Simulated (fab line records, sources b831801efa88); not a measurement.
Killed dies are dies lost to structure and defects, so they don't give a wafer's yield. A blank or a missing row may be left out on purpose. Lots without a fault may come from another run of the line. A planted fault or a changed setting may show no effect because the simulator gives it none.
Which tool did it? | flow gf180mcu | 6 lots, 18 wafers sampled, at 3 steps of a route of 602

WHAT THE GAUGES READ, wafer by wafer
GF_TOP_METAL_OVL_MEAS_15.
lot  | measured     | on         | TOP_METAL_OVL (nm)
L338 | day 29 08:36 | overlay-02 | 0.4 1.4 1.2
L340 | day 29 20:11 | overlay-01 | -1.1 -1.3 -1.4
L343 | day 30 16:55 | overlay-02 | 1.2 -0.7 -0.1
L346 | day 31 17:02 | overlay-02 | 1.8 2.8 -0.3
L352 | day 34 00:16 | overlay-01 | -0.8 -0.9 -0.8
L356 | day 34 12:39 | overlay-01 | 0.6 1.2 2.5

WHICH TOOL RAN EACH LOT (tool, then ch and the chambers of the sampled wafers, then the start)
lot  | GF_V4_CVD_02                    | GF_V5_CVD_02
L338 | pecvd-01 ch 1,2, day 24 19:22   | pecvd-02 ch 0,1, day 27 14:40
L340 | pecvd-02 ch 0,1,2, day 25 10:25 | pecvd-01 ch 0,1,2, day 28 03:34
L343 | pecvd-01 ch 0,1,2, day 26 10:55 | pecvd-02 ch 0,1,2, day 29 02:08
L346 | pecvd-02 ch 0,1,2, day 27 12:28 | pecvd-01 ch 1,2, day 30 03:00
L352 | pecvd-01 ch 0,2, day 30 07:54   | pecvd-03 ch 0,1,2, day 32 14:01
L356 | pecvd-04 ch 0,1, day 30 20:53   | pecvd-01 ch 0,2, day 33 02:48
- GF_V4_CVD_02: deposits SiO2 from TEOS, target thk 850 nm, time 94.851 s.
- GF_V5_CVD_02: deposits SiO2 from TEOS, target thk 1450 nm, time 163.28 s.

THE ANSWER, worked out from the rows above alone
Rule: what is usual is taken from the lots themselves. Put in order of their means at a reading, lots are off if they are a third of the lots or fewer, leave a main group of 4 or more, and stand apart from it by a gap of 3 or more times the standard deviation of the main group's means; of several such gaps the widest counts. A main group whose means are all the same, to the digits that the tables above print for the reading, isn't used. A lot without any number at a reading at which 4 lots or more have one is off too. The other lots that the step has rows for count as sound.
No lot is off at any reading shown: from this, nothing can be told.

WHAT THE SIMULATOR HAD PUT IN
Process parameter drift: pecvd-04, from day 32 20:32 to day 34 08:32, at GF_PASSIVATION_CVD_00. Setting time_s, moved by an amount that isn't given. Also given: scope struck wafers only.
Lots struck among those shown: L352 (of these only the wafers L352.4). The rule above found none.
